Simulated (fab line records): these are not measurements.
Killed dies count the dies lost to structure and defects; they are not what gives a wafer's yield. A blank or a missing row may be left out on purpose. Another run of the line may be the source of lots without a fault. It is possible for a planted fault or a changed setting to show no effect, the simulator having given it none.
fab line records    flow gf180mcu
[record] lots = 13  wafers = 36  last-day = 34
route steps=602 shown STI@3 HV_LDD@197 SAB@277 SALICIDE@280
lots with no fault: from the same line, run without faults
start-h: start of the lot's first displayed wafer, in hours after the record's first day    wait-h: hours from the lot's prior step to this one    " identical to the entry in the row above    L1.1+2: several wafers, shown together as one row    - either no value or no given start    * or withheld: withheld    < > ~ a bound
route shown NAME@n: a module of which the file shows steps, and the number in the route of the first    usual: mean and standard deviation over wafers with no fault    same: alike in all rows    chamber/n: place in a boat    sites: the reading at each site    _std_site: the values' standard deviation    _edge_site: mean of outer sites minus mean of inner sites    radius-mm: how far each site lies from the wafer's centre    mask NAME#n: copy n    behind: the last tool/chamber to shape the wafer    hold: why the lot was held/for how many hours/how that ended    device: the n, p or np transistor that did not switch    end of line: the same wafers' tests at the end of the route    step lacking rows: just its recipe    killed: the dies lost at the first sort to structure and to defects; this is not the yield of the wafer    map: shows each die of a wafer: x if killed, . if not, _ if none is there
set.NAME: the setting the step ran with; set.NAME@STEP: the setting that earlier step ran with    model.NAME: the simulator's own value behind a step, which no gauge read
a sample of lots followed through the steps of the route, with each step as a table and each wafer as a row
services: a tool's chamber out of use, with start hour (start-h, from the record's first day; less than 0 if before it), hours out, and reason
[[steps]]
[step GF_STI_THK_MEAS_02]
[recipe] reads = SiO2_of_STI_OXIDATION_01
[usual] STI_OXIDATION_THK = 10.41/0.2
lot.wafer  tool           chamber  start-h  wait-h  STI_OXIDATION_THK[nm]
L703.1     film-metro-04  -        11.51    0.0     10.48
L703.5     "              -        "        "       10.58
L706.2     film-metro-04  -        26.52    0.0     10.56
L706.3     "              -        "        "       10.73
L706.6     "              -        "        "       10.68
L707.1     film-metro-02  -        32.33    0.1     10.44
L707.2     "              -        "        "       10.58
L707.4     "              -        "        "       10.66
L708.1     film-metro-04  -        36.51    0.0     10.57
L708.4     "              -        "        "       10.57
L708.5     "              -        "        "       10.59
L710.1     film-metro-02  -        46.56    0.0     10.11
L710.5     "              -        "        "       10.28
L710.6     "              -        "        "       10.21
L715.1     film-metro-04  -        71.85    0.0     10.10
L715.3     "              -        "        "       10.02
L715.6     "              -        "        "       9.89
L716.2     film-metro-02  -        76.52    0.0     10.54
L716.5     "              -        "        "       10.68
L716.6     "              -        "        "       10.53
L718.1     film-metro-01  -        86.51    0.0     10.45
L718.2     "              -        "        "       10.36
L718.6     "              -        "        "       10.34
L721.2     film-metro-01  -        101.52   0.0     10.00
L721.5     "              -        "        "       10.09
L721.6     "              -        "        "       10.17
L722.1     film-metro-04  -        106.51   0.0     10.74
L722.3     "              -        "        "       10.75
L722.5     "              -        "        "       10.76
L723.1     film-metro-02  -        111.51   0.0     10.30
L723.4     "              -        "        "       10.15
L725.4     film-metro-04  -        121.57   0.0     10.22
L725.5     "              -        "        "       10.23
L726.3     film-metro-02  -        126.83   0.0     10.27
L726.5     "              -        "        "       10.38
L726.6     "              -        "        "       10.28
[step GF_HV_LDD_IMPLANT_21]
[recipe] species = BF2  energy-kev = 25  dose-cm2 = 5e+13  tilt-deg = 7
[usual] dose-ions-cm2 = 5.001e+13/6.1e+10  faraday-current-uA = 282/5.8
lot.wafer  tool          chamber  start-h  wait-h  dose-ions-cm2  faraday-current-uA
L703.1     implanter-01  0        237.31   0.0     5e+13          281
L703.5     "             0        "        "       5.003e+13      286
L706.2     implanter-01  0        255.19   0.0     5.003e+13      288
L706.3     "             0        "        "       5e+13          277
L706.6     "             0        "        "       4.999e+13      282
L707.1     implanter-02  0        265.56   0.0     5.008e+13      290
L707.2     "             0        "        "       4.994e+13      285
L707.4     "             0        "        "       5.003e+13      274
L708.1     implanter-02  0        271.86   0.0     5.013e+13      277
L708.4     "             0        "        "       5.005e+13      290
L708.5     "             0        "        "       5.007e+13      284
L710.1     implanter-01  0        294.23   0.0     5.007e+13      283
L710.5     "             0        "        "       5.003e+13      278
L710.6     "             0        "        "       5.006e+13      279
L715.1     implanter-01  0        327.38   0.0     3.367e+13      189
L715.3     "             0        "        "       3.363e+13      191
L715.6     "             0        "        "       3.36e+13       187
L716.2     implanter-01  0        333.51   0.0     3.36e+13       194
L716.5     "             0        "        "       3.359e+13      200
L716.6     "             0        "        "       3.371e+13      192
L718.1     implanter-01  0        345.53   0.0     3.358e+13      186
L718.2     "             0        "        "       3.358e+13      192
L718.6     "             0        "        "       3.355e+13      188
L721.2     implanter-02  0        372.31   0.0     5.014e+13      276
L721.5     "             0        "        "       5.006e+13      282
L721.6     "             0        "        "       5.007e+13      279
L722.1     implanter-02  0        378.43   0.0     4.995e+13      276
L722.3     "             0        "        "       5.008e+13      285
L722.5     "             0        "        "       5.008e+13      279
L723.1     implanter-02  0        387.73   0.0     5.006e+13      288
L723.4     "             0        "        "       4.99e+13       276
L725.4     implanter-02  0        402.74   0.1     5.001e+13      278
L725.5     "             0        "        "       5.002e+13      285
L726.3     implanter-03  0        407.36   0.1     5.006e+13      287
L726.5     "             0        "        "       5.006e+13      291
L726.6     "             0        "        "       5.001e+13      288
[step GF_HV_LDD_TW_MEAS_23]
[usual] HV_LDD_2_TW = 1058/9.6
lot.wafer  tool           chamber  start-h  wait-h  HV_LDD_2_TW
L703.1     film-metro-02  -        237.56   0.1     1071
L703.5     "              -        "        "       1063
L706.2     film-metro-01  -        255.42   0.1     1051
L706.3     "              -        "        "       1043
L706.6     "              -        "        "       1053
L707.1     film-metro-02  -        265.81   0.1     1069
L707.2     "              -        "        "       1068
L707.4     "              -        "        "       1067
L708.1     film-metro-03  -        272.11   0.1     1045
L708.4     "              -        "        "       1045
L708.5     "              -        "        "       1039
L710.1     film-metro-03  -        294.48   0.1     1044
L710.5     "              -        "        "       1046
L710.6     "              -        "        "       1043
L715.1     film-metro-03  -        327.63   0.1     936
L715.3     "              -        "        "       933
L715.6     "              -        "        "       930
L716.2     film-metro-02  -        333.74   0.1     940
L716.5     "              -        "        "       932
L716.6     "              -        "        "       941
L718.1     film-metro-03  -        345.78   0.1     928
L718.2     "              -        "        "       926
L718.6     "              -        "        "       924
L721.2     film-metro-03  -        372.54   0.1     1053
L721.5     "              -        "        "       1052
L721.6     "              -        "        "       1053
L722.1     film-metro-03  -        378.68   0.1     1050
L722.3     "              -        "        "       1049
L722.5     "              -        "        "       1052
L723.1     film-metro-02  -        387.98   0.1     1072
L723.4     "              -        "        "       1070
L725.4     film-metro-03  -        402.94   0.1     1052
L725.5     "              -        "        "       1054
L726.3     film-metro-02  -        407.58   0.1     1068
L726.5     "              -        "        "       1069
L726.6     "              -        "        "       1068
[step GF_SAB_STRIP_13]
[recipe] chemistry = O2/N2  power-w = 1400  pressure-mtorr = 1500  platen-temp-c = 250  o2-flow-sccm = 3000  n2-flow-sccm = 300  overash-fraction = 0.5
[usual] chamber-pressure-mTorr = 1500.1/1.3  drypump-motor-current-A = 5.8/0.44  heater-power-w = 320/56  oes-product-au = 0.710/0.0048  strip-time-to-endpoint-s = 12.61/0.04
lot.wafer  tool             chamber  start-h  wait-h  chamber-pressure-mTorr  drypump-motor-current-A  heater-power-w  oes-product-au  rf-hours-counter-h  strip-time-to-endpoint-s
L703.1     plasma-asher-03  1        341.22   0.0     1502.7                  5.4                      255             0.710           70                  12.64
L703.5     "                1        "        "       1499.9                  5.4                      261             0.707           -                   12.62
L706.2     plasma-asher-01  0        365.22   0.0     1499.5                  5.8                      301             0.711           27                  12.62
L706.3     "                1        "        "       1499.5                  6.5                      311             0.708           -                   12.64
L706.6     "                0        "        "       1498.0                  5.8                      302             0.706           -                   12.60
L707.1     plasma-asher-04  0        373.62   0.0     1499.8                  5.5                      326             0.714           70                  12.59
L707.2     "                1        "        "       1498.8                  5.3                      279             0.703           70                  12.57
L707.4     "                0        "        "       1499.1                  5.5                      332             0.711           -                   12.54
L708.1     plasma-asher-03  0        382.87   0.0     1500.6                  6.1                      423             0.712           74                  12.61
L708.4     "                0        "        "       1500.7                  6.0                      424             0.704           -                   12.61
L708.5     "                0        "        "       1500.9                  6.1                      428             0.713           -                   12.61
L710.1     plasma-asher-04  1        407.88   0.0     1499.7                  5.3                      286             0.717           74                  12.57
L710.5     "                0        "        "       1499.4                  5.5                      333             0.706           -                   12.61
L710.6     "                1        "        "       1500.6                  5.3                      281             0.708           -                   12.60
L715.1     plasma-asher-03  0        446.47   0.0     1501.0                  6.0                      428             0.705           81                  12.61
L715.3     "                1        "        "       1500.8                  5.4                      258             0.715           -                   12.57
L715.6     "                0        "        "       1500.4                  6.0                      410             0.713           -                   12.60
L716.2     plasma-asher-01  0        451.13   0.0     1500.4                  5.8                      309             0.712           37                  12.59
L716.5     "                1        "        "       1500.9                  6.5                      306             0.717           -                   12.63
L716.6     "                0        "        "       1500.0                  5.8                      307             0.711           -                   12.63
L718.1     plasma-asher-01  0        465.52   0.0     1502.1                  5.7                      310             0.708           38                  12.58
L718.2     "                1        "        "       1500.8                  6.6                      317             0.713           38                  12.57
L718.6     "                0        "        "       1502.1                  5.8                      303             0.710           -                   12.55
L721.2     plasma-asher-04  0        493.93   0.0     1496.2                  5.5                      320             0.718           7                   12.60
L721.5     "                0        "        "       1500.4                  5.5                      325             0.710           -                   12.59
L721.6     "                1        "        "       1500.1                  5.3                      278             0.707           -                   12.62
L722.1     plasma-asher-04  1        501.04   0.0     1498.9                  5.3                      281             0.712           7                   12.55
L722.3     "                0        "        "       1501.2                  5.5                      324             0.712           -                   12.55
L722.5     "                0        "        "       1499.6                  5.5                      329             0.698           -                   12.56
L723.1     plasma-asher-03  1        510.56   0.0     1502.1                  5.4                      257             0.708           88                  12.63
L723.4     "                0        "        "       1501.9                  6.0                      436             0.718           -                   12.60
L725.4     plasma-asher-04  1        525.42   0.0     1500.3                  5.3                      274             0.707           -                   12.63
L725.5     "                0        "        "       1503.5                  5.5                      322             0.704           -                   12.66
L726.3     plasma-asher-01  1        532.25   0.0     1501.6                  6.6                      315             0.703           -                   12.69
L726.5     "                1        "        "       1499.0                  6.5                      309             0.700           -                   12.68
L726.6     "                0        "        "       1497.9                  5.8                      304             0.709           -                   12.73
[step GF_SALICIDE_SPUTTER_02]
[recipe] material = Co  target-thk-nm = 10  power-w = 1000  time-s = 20  chamber-pressure-pa = 0.4
[usual] cathode-dc-power-W = 1000.0/0.19  throttle-valve-pct = 30.0/1.5
[same] time-s = 20
lot.wafer  tool            chamber  start-h  wait-h  cathode-dc-power-W  throttle-valve-pct
L703.1     pvd-sputter-04  -        341.40   0.0     1000.1              32.5
L703.5     "               -        "        "       1000.00             32.1
L706.2     pvd-sputter-03  -        365.41   0.0     999.92              29.8
L706.3     "               -        "        "       1000.1              28.6
L706.6     "               -        "        "       1000.4              30.9
L707.1     pvd-sputter-04  -        373.80   0.0     1000.2              30.8
L707.2     "               -        "        "       999.91              30.3
L707.4     "               -        "        "       1000.00             29.7
L708.1     pvd-sputter-04  -        383.05   0.0     999.72              31.1
L708.4     "               -        "        "       1000.0              30.6
L708.5     "               -        "        "       1000.3              30.3
L710.1     pvd-sputter-01  -        408.07   0.0     1000.4              29.6
L710.5     "               -        "        "       999.91              26.7
L710.6     "               -        "        "       1000.2              31.8
L715.1     pvd-sputter-03  -        446.66   0.0     999.79              31.3
L715.3     "               -        "        "       999.90              29.6
L715.6     "               -        "        "       999.68              29.4
L716.2     pvd-sputter-01  -        451.32   0.0     1000.0              31.2
L716.5     "               -        "        "       999.91              29.6
L716.6     "               -        "        "       1000.3              27.0
L718.1     pvd-sputter-03  -        465.70   0.0     999.79              31.1
L718.2     "               -        "        "       999.79              28.9
L718.6     "               -        "        "       1000.0              29.9
L721.2     pvd-sputter-01  -        494.12   0.0     1000.0              31.3
L721.5     "               -        "        "       999.97              31.5
L721.6     "               -        "        "       999.93              26.8
L722.1     pvd-sputter-03  -        501.26   0.0     1000.0              29.7
L722.3     "               -        "        "       999.66              28.9
L722.5     "               -        "        "       1000.0              31.2
L723.1     pvd-sputter-04  -        510.75   0.0     1000.0              30.7
L723.4     "               -        "        "       999.92              32.2
L725.4     pvd-sputter-04  -        525.58   0.0     1000.1              29.6
L725.5     "               -        "        "       1000.1              32.2
L726.3     pvd-sputter-04  -        532.40   0.0     1000.3              29.8
L726.5     "               -        "        "       1000.2              29.9
L726.6     "               -        "        "       1000.1              31.0
[[services]]
tool             chamber  start-h  hours  kind
plasma-asher-03  -        227.66   3.4    repair
plasma-asher-03  -        245.86   2.6    repair
plasma-asher-04  -        256.14   12.0   repair
plasma-asher-01  -        256.35   0.7    repair
pvd-sputter-03   -        257.47   1.3    repair
plasma-asher-03  -        258.49   3.5    repair
plasma-asher-04  -        272.31   3.5    repair
implanter-01     -        283.38   3.3    repair
pvd-sputter-04   -        326.36   3.9    repair
implanter-02     -        327.62   2.5    repair
implanter-01     -        329.48   3.0    repair
implanter-02     -        343.14   4.4    pm
pvd-sputter-03   -        398.58   0.6    repair
implanter-02     -        408.10   1.7    repair
plasma-asher-04  -        421.25   9.0    pm
plasma-asher-03  -        427.32   3.6    repair
pvd-sputter-04   -        437.50   1.8    repair
pvd-sputter-03   -        455.57   2.9    repair
implanter-02     -        470.14   4.8    repair
implanter-02     -        494.03   3.1    repair
plasma-asher-04  -        497.82   2.8    pm
pvd-sputter-03   -        505.69   6.0    repair
implanter-01     -        516.41   2.6    repair
implanter-02     -        520.19   2.0    repair
[[key]]
[first-sign] step = GF_HV_LDD_IMPLANT_21  reading = dose-ions-cm2  direction = down  sigmas = 99+  usual = 5.001e+13  struck = 3.361e+13
[effect] step = GF_HV_LDD_IMPLANT_21  reading = faraday-current-uA  direction = down  sigmas = 16  usual = 282  struck = 191
[effect] step = GF_HV_LDD_TW_MEAS_23  reading = HV_LDD_2_TW  direction = down  sigmas = 13  usual = 1058  struck = 932
met-at GF_HV_LDD_IMPLANT_21
struck-lots L715,L716,L718
tester-left-out L715,L716,L718
not-acting-at GF_STI_THK_MEAS_02,GF_SAB_STRIP_13,GF_SALICIDE_SPUTTER_02
onset-between 294.23 327.38
[fault] kind = process-parameter-drift  tool = implanter-01  chamber = -  onset-h = 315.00  steps = GF_HV_LDD_IMPLANT_21  channel = dose-cm2  offset = -1.6387e+13  shape = step  end-h = 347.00  acts-in = these-recipes-only  stated = 5e+13
// tester-left-out: of these lots the tester's yield and bins aren't shown, on N5 and GAA mostly nor the transistor test; their killed dies are dies lost to structure and defects alone, not to doping, threshold or leakage, so they don't give the yield
